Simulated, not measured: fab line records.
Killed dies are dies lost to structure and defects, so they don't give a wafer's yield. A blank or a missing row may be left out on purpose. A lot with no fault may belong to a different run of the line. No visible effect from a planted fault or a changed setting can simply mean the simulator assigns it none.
Which of the tools did it? || flow sky130 || 12 lots with 36 wafers sampled at 5 steps, on a route of 708 steps

== WHAT THE GAUGES READ, wafer by wafer ==
SKY_FIELD_ISO_CD_MEAS_13 targets a cd of 150 nm.
{"lot": "L915", "measured": "day 2 04:14", "on": "cdSem-02", "cdNm (nm)": "151.6 153.1 154.0"}
{"lot": "L919", "measured": "day 3 01:16", "on": "cdSem-02", "cdNm (nm)": "149.2 147.9 147.7"}
{"lot": "L920", "measured": "day 3 07:05", "on": "cdSem-02", "cdNm (nm)": "150.1 147.0 150.6"}
{"lot": "L923", "measured": "day 3 22:49", "on": "cdSem-02", "cdNm (nm)": "149.3 148.9 148.3"}
{"lot": "L924", "measured": "day 4 03:02", "on": "cdSem-02", "cdNm (nm)": "149.5 149.5 149.7"}
{"lot": "L928", "measured": "day 5 01:17", "on": "cdSem-02", "cdNm (nm)": "148.3 147.5 148.1"}
{"lot": "L930", "measured": "day 5 11:06", "on": "cdSem-02", "cdNm (nm)": "150.4 149.3 150.5"}
{"lot": "L931", "measured": "day 5 16:19", "on": "cdSem-01", "cdNm (nm)": "149.2 147.9 150.0"}
{"lot": "L932", "measured": "day 5 20:08", "on": "cdSem-02", "cdNm (nm)": "148.4 149.8 149.8"}
{"lot": "L935", "measured": "day 6 13:40", "on": "cdSem-02", "cdNm (nm)": "150.9 148.8 149.1"}
{"lot": "L936", "measured": "day 6 17:41", "on": "cdSem-01", "cdNm (nm)": "151.9 150.6 150.9"}
{"lot": "L937", "measured": "day 6 23:23", "on": "cdSem-02", "cdNm (nm)": "147.9 148.9 148.3"}

SKY_NWELL_RS_MEAS_31: the measuring method here is four-point-probe.
{"lot": "L915", "measured": "day 5 07:26", "on": "filmMetro-03", "PWDE_RS (ohm/sq)": "5277 5269 5270"}
{"lot": "L919", "measured": "day 6 06:36", "on": "filmMetro-03", "PWDE_RS (ohm/sq)": "5272 5274 5274"}
{"lot": "L920", "measured": "day 6 12:41", "on": "filmMetro-04", "PWDE_RS (ohm/sq)": "5289 5297 5313"}
{"lot": "L923", "measured": "day 7 07:52", "on": "filmMetro-04", "PWDE_RS (ohm/sq)": "5282 5274 5279"}
{"lot": "L924", "measured": "day 7 12:54", "on": "filmMetro-03", "PWDE_RS (ohm/sq)": "5305 5297 5268"}
{"lot": "L928", "measured": "day 8 14:37", "on": "filmMetro-03", "PWDE_RS (ohm/sq)": "5283 5292 5305"}
{"lot": "L930", "measured": "day 9 06:35", "on": "filmMetro-04", "PWDE_RS (ohm/sq)": "5243 5231 5230"}
{"lot": "L931", "measured": "day 9 08:31", "on": "filmMetro-03", "PWDE_RS (ohm/sq)": "5208 5221 5211 5208 5226 5213"}
{"lot": "L932", "measured": "day 9 14:07", "on": "filmMetro-03", "PWDE_RS (ohm/sq)": "5261 5269 5244"}
{"lot": "L935", "measured": "day 10 07:39", "on": "filmMetro-02", "PWDE_RS (ohm/sq)": "5281 5288 5281"}
{"lot": "L936", "measured": "day 10 13:26", "on": "filmMetro-03", "PWDE_RS (ohm/sq)": "5257 5261 5272"}
{"lot": "L937", "measured": "day 10 19:51", "on": "filmMetro-03", "PWDE_RS (ohm/sq)": "5277 5284 5274"}

SKY_VT_ADJUST_LVTN_OVL_MEAS_07.
{"lot": "L915", "measured": "day 6 20:08", "on": "overlay-02", "VT_ADJUST_LVTN_OVL (nm)": "-0.7 -1.8 -3.4"}
{"lot": "L919", "measured": "day 7 21:58", "on": "overlay-02", "VT_ADJUST_LVTN_OVL (nm)": "0.6 0.6 -0.1"}
{"lot": "L920", "measured": "day 8 04:32", "on": "overlay-01", "VT_ADJUST_LVTN_OVL (nm)": "-0.7 0.8 1.9"}
{"lot": "L923", "measured": "day 9 00:55", "on": "overlay-02", "VT_ADJUST_LVTN_OVL (nm)": "-1.5 0.3 0.0"}
{"lot": "L924", "measured": "day 9 06:08", "on": "overlay-02", "VT_ADJUST_LVTN_OVL (nm)": "2.1 0.0 -2.3"}
{"lot": "L928", "measured": "day 10 09:35", "on": "overlay-01", "VT_ADJUST_LVTN_OVL (nm)": "0.4 0.6 -0.8"}
{"lot": "L930", "measured": "day 11 02:26", "on": "overlay-02", "VT_ADJUST_LVTN_OVL (nm)": "-2.3 -0.1 -0.2"}
{"lot": "L931", "measured": "day 11 03:46", "on": "overlay-02", "VT_ADJUST_LVTN_OVL (nm)": "-0.2 -1.1 -1.4"}
{"lot": "L932", "measured": "day 11 09:13", "on": "overlay-02", "VT_ADJUST_LVTN_OVL (nm)": "-0.5 0.2 1.4"}
{"lot": "L935", "measured": "day 12 05:26", "on": "overlay-02", "VT_ADJUST_LVTN_OVL (nm)": "0.5 -0.6 -2.4"}
{"lot": "L936", "measured": "day 12 11:36", "on": "overlay-01", "VT_ADJUST_LVTN_OVL (nm)": "2.4 1.2 2.4"}
{"lot": "L937", "measured": "day 12 19:10", "on": "overlay-01", "VT_ADJUST_LVTN_OVL (nm)": "-0.2 -1.2 -1.4"}

== TOOL THAT RAN EACH LOT (tool first, then ch and the chambers of the sampled wafers, then the start) ==
{"lot": "L915", "SKY_PWDE_IMPLANT_08": "implanter-04 ch 0, day 3 19:35", "SKY_NWELL_STRIP_25": "plasmaAsher-01 ch 0,1, day 5 06:52"}
{"lot": "L919", "SKY_PWDE_IMPLANT_08": "implanter-04 ch 0, day 4 17:46", "SKY_NWELL_STRIP_25": "plasmaAsher-01 ch 0, day 6 06:03"}
{"lot": "L920", "SKY_PWDE_IMPLANT_08": "implanter-02 ch 0, day 4 23:14", "SKY_NWELL_STRIP_25": "plasmaAsher-03 ch 0,1, day 6 12:07"}
{"lot": "L923", "SKY_PWDE_IMPLANT_08": "implanter-01 ch 0, day 5 17:07", "SKY_NWELL_STRIP_25": "plasmaAsher-04 ch 0,1, day 7 07:19"}
{"lot": "L924", "SKY_PWDE_IMPLANT_08": "implanter-02 ch 0, day 5 21:34", "SKY_NWELL_STRIP_25": "plasmaAsher-01 ch 0,1, day 7 12:21"}
{"lot": "L928", "SKY_PWDE_IMPLANT_08": "implanter-04 ch 0, day 6 21:19", "SKY_NWELL_STRIP_25": "plasmaAsher-03 ch 0,1, day 8 14:04"}
{"lot": "L930", "SKY_PWDE_IMPLANT_08": "implanter-02 ch 0, day 7 10:53", "SKY_NWELL_STRIP_25": "plasmaAsher-04 ch 1, day 9 06:01"}
{"lot": "L931", "SKY_PWDE_IMPLANT_08": "implanter-02 ch 0, day 7 13:46", "SKY_NWELL_STRIP_25": "plasmaAsher-03 ch 0,1, day 9 07:57"}
{"lot": "L932", "SKY_PWDE_IMPLANT_08": "implanter-02 ch 0, day 7 19:10", "SKY_NWELL_STRIP_25": "plasmaAsher-03 ch 0,1, day 9 13:34"}
{"lot": "L935", "SKY_PWDE_IMPLANT_08": "implanter-01 ch 0, day 8 11:58", "SKY_NWELL_STRIP_25": "plasmaAsher-03 ch 0,1, day 10 07:05"}
{"lot": "L936", "SKY_PWDE_IMPLANT_08": "implanter-04 ch 0, day 8 17:23", "SKY_NWELL_STRIP_25": "plasmaAsher-03 ch 0,1, day 10 12:45"}
{"lot": "L937", "SKY_PWDE_IMPLANT_08": "implanter-04 ch 0, day 9 00:31", "SKY_NWELL_STRIP_25": "plasmaAsher-01 ch 0,1, day 10 19:18"}
- SKY_PWDE_IMPLANT_08
- SKY_NWELL_STRIP_25: strips in O2/N2.

== AS READ BY THE TOOLS THEMSELVES (means over the sampled wafers that have a number; for cases with no such wafer, the mark the record gives instead) ==
SKY_PWDE_IMPLANT_08.
{"lot": "L915", "tool": "implanter-04", "beamEnergyKeV": 149.98}
{"lot": "L919", "tool": "implanter-04", "beamEnergyKeV": 150.00}
{"lot": "L920", "tool": "implanter-02", "beamEnergyKeV": 149.99}
{"lot": "L923", "tool": "implanter-01", "beamEnergyKeV": 150.02}
{"lot": "L924", "tool": "implanter-02", "beamEnergyKeV": 150.03}
{"lot": "L928", "tool": "implanter-04", "beamEnergyKeV": 150.01}
{"lot": "L930", "tool": "implanter-02", "beamEnergyKeV": 178.31}
{"lot": "L931", "tool": "implanter-02", "beamEnergyKeV": 178.35}
{"lot": "L932", "tool": "implanter-02", "beamEnergyKeV": 178.33}
{"lot": "L935", "tool": "implanter-01", "beamEnergyKeV": 150.00}
{"lot": "L936", "tool": "implanter-04", "beamEnergyKeV": 149.98}
{"lot": "L937", "tool": "implanter-04", "beamEnergyKeV": 149.97}

SKY_NWELL_STRIP_25.
{"lot": "L915", "tool": "plasmaAsher-01", "drypumpMotorCurrentA (A)": 6.1, "oesProductAu (a.u.)": 0.724, "stripTimeToEndpointS (s)": 36.91}
{"lot": "L919", "tool": "plasmaAsher-01", "drypumpMotorCurrentA (A)": 5.4, "oesProductAu (a.u.)": 0.721, "stripTimeToEndpointS (s)": 36.99}
{"lot": "L920", "tool": "plasmaAsher-03", "drypumpMotorCurrentA (A)": 5.7, "oesProductAu (a.u.)": 0.718, "stripTimeToEndpointS (s)": 36.95}
{"lot": "L923", "tool": "plasmaAsher-04", "drypumpMotorCurrentA (A)": 6.3, "oesProductAu (a.u.)": 0.725, "stripTimeToEndpointS (s)": 37.08}
{"lot": "L924", "tool": "plasmaAsher-01", "drypumpMotorCurrentA (A)": 5.7, "oesProductAu (a.u.)": 0.721, "stripTimeToEndpointS (s)": 36.90}
{"lot": "L928", "tool": "plasmaAsher-03", "drypumpMotorCurrentA (A)": 5.6, "oesProductAu (a.u.)": 0.724, "stripTimeToEndpointS (s)": 36.99}
{"lot": "L930", "tool": "plasmaAsher-04", "drypumpMotorCurrentA (A)": 5.8, "oesProductAu (a.u.)": 0.719, "stripTimeToEndpointS (s)": 36.87}
{"lot": "L931", "tool": "plasmaAsher-03", "drypumpMotorCurrentA (A)": 5.7, "oesProductAu (a.u.)": 0.725, "stripTimeToEndpointS (s)": 36.99}
{"lot": "L932", "tool": "plasmaAsher-03", "drypumpMotorCurrentA (A)": 5.6, "oesProductAu (a.u.)": 0.719, "stripTimeToEndpointS (s)": 36.98}
{"lot": "L935", "tool": "plasmaAsher-03", "drypumpMotorCurrentA (A)": 5.7, "oesProductAu (a.u.)": 0.723, "stripTimeToEndpointS (s)": 36.87}
{"lot": "L936", "tool": "plasmaAsher-03", "drypumpMotorCurrentA (A)": 5.7, "oesProductAu (a.u.)": 0.724, "stripTimeToEndpointS (s)": 36.82}
{"lot": "L937", "tool": "plasmaAsher-01", "drypumpMotorCurrentA (A)": 6.1, "oesProductAu (a.u.)": 0.723, "stripTimeToEndpointS (s)": 36.95}

== THE ANSWER, worked out from the rows above alone ==
Rule: what is usual is taken from the lots themselves. The widest of any qualifying gaps counts: lots, ordered by their means at a reading, are off when they make up no more than a third of the lots, leave a main group of 4 or more, and stand apart from it by 3 or more times the standard deviation of that group's means. A main group is skipped when, at the precision printed for the reading in the tables above, its means are all equal. Also off: a lot with no number at a reading for which 4 or more lots have one. Where the step has rows for the other lots, those lots are counted as sound. The gauges are gone through in route order, then the tools' own readings, and for those a lot's mean is taken as printed above. The first step at which some lot is off is used, and at that step the reading that is off furthest; a lot without a number counts as furthest.
Off: L930, L931, L932 (SKY_PWDE_IMPLANT_08, beamEnergyKeV). Mean 150.00 and standard deviation 0.019 in the main group.
A tool fits if, at that step or a process step before it, it ran every lot that is off, and no sound lot after the first of them. One fits: SKY_PWDE_IMPLANT_08 on implanter-02. A fault onset in the window from L924 (day 5 21:34, its last sound lot) to L930 (day 7 10:53, its first lot off) fits.
On the lots that are off, the tool's own readings at SKY_PWDE_IMPLANT_08 differ by more than 5 times the standard deviation of the sound lots' means, which bears it out; beamEnergyKeV reads 178.33 there versus 150.00 on the sound lots.

== WHAT THE SIMULATOR HAD INSERTED ==
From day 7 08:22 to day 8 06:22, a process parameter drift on implanter-02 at SKY_PWDE_IMPLANT_08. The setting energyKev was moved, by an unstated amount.
Shown lots that were struck: L930, L931, L932. This agrees with what the rule above found.
